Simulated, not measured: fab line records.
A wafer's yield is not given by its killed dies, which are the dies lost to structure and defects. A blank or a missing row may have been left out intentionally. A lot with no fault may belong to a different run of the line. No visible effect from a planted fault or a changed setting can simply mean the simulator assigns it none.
2 desks looking at one fault / flow gf180mcu / each desk holds nothing but its own numbers, with what lay behind them at the end

== AT THE TOOL OWNER'S DESK: rtp anneal-01 ==
At GF_PSD_RTA_13 (time 20 s), the tool's own readings, given per lot that ran on this tool as the mean of the sampled wafers with a number. If a lot's mean is further than 4 standard deviations from the usual mean, the lot is out of limits and carries the mark OUT (the distance appears in the brackets).
Columns: A = lamp power pct at GF_PSD_RTA_13, usual 29.6 %; B = run length s at GF_PSD_RTA_13, usual 48.6 s; C = wafer_temp_C_max at GF_PSD_RTA_13, usual 1031.5
lot=L101; first seen here=day 15 05:30; A=27.9; B=48.4; C=1032.1
lot=L102; first seen here=day 15 14:28; A=27.8; B=48.4; C=1031.4
lot=L103; first seen here=day 15 20:35; A=27.9; B=48.4; C=1032.6
lot=L104; first seen here=day 16 09:44; A=27.9; B=51.0 (+7.7) OUT; C=1031.7
lot=L105; first seen here=day 17 05:36; A=27.9; B=52.4 (+12) OUT; C=1031.7
lot=L116; first seen here=day 20 11:49; A=27.9; B=48.3; C=1032.1
lot=L117; first seen here=day 20 19:01; A=27.9; B=48.5; C=1032.2
lot=L118; first seen here=day 21 02:49; A=27.8; B=48.4; C=1031.6
lot=L122; first seen here=day 22 09:30; A=27.8; B=48.3; C=1031.6
This desk finds L104, L105 out of limits, L104 being first, at day 16 09:44 (run length s at GF_PSD_RTA_13). Within limits: L101, L102, L103, L116, L117, L118, L122.

== THE METROLOGY DESK ==
What the gauges read, lot by lot, whatever tool the lot ran on: means of the sampled wafers that have a number. If a lot's mean is further than 4 standard deviations from the usual mean, the lot is out of limits and carries the mark OUT (the distance appears in the brackets).
Columns: A = NSD_RS at GF_PSD_RS_MEAS_14, usual 46.08 ohm/sq; B = PSD_RS at GF_PSD_RS_MEAS_15, usual 108.39 ohm/sq; C = M1_ALCU_RS at GF_M1_RS_MEAS_05, usual 0.0695 ohm/sq
lot=L100; first seen here=day 14 18:24; A=46.10; B=108.40; C=0.0699
lot=L101; first seen here=day 15 05:36; A=46.13; B=108.60; C=0.0694
lot=L102; first seen here=day 15 14:34; A=46.08; B=108.21; C=0.0701
lot=L103; first seen here=day 15 20:41; A=46.04; B=108.26; C=0.0698
lot=L104; first seen here=day 16 09:49; A=45.53 (-6.9) OUT; B=107.10 (-4.3) OUT; C=0.0701
lot=L105; first seen here=day 17 05:41; A=45.28 (-9.9) OUT; B=106.53 (-6.2) OUT; C=0.0697
lot=L116; first seen here=day 20 11:53; A=46.12; B=108.44; C=0.0692
lot=L117; first seen here=day 20 19:06; A=45.99; B=108.02; C=0.0688
lot=L118; first seen here=day 21 02:55; A=45.99; B=107.96; C=0.0692
lot=L120; first seen here=day 21 21:10; A=46.06; B=108.23; C=0.0697
lot=L121; first seen here=day 22 04:44; A=45.99; B=108.16; C=0.0694
lot=L122; first seen here=day 22 09:35; A=46.18; B=108.30; C=0.0685
This desk's result: L104, L105 out of limits, first on L104 (NSD_RS at GF_PSD_RS_MEAS_14), day 16 09:49. Within limits: L100, L101, L102, L103, L116, L117, L118, L120, L121, L122.

== PUT TOGETHER ==
The tool owner's desk had the chance to raise an alarm at day 16 09:44 on L104, L105.
On L104, L105, the metrology desk was in a position to raise an alarm at day 16 09:49.
On rtp anneal-01, each named lot ran GF_PSD_RTA_13.

== WHAT HAD BEEN PUT IN BY THE SIMULATOR ==
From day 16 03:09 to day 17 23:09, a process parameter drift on rtp anneal-01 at GF_PSD_RTA_13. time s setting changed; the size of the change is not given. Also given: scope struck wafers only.
Struck lots among those shown: L104, L105.
Hours from the fault's start to each desk's first reading out of limits: the tool owner's desk, 7; the metrology desk, 7.
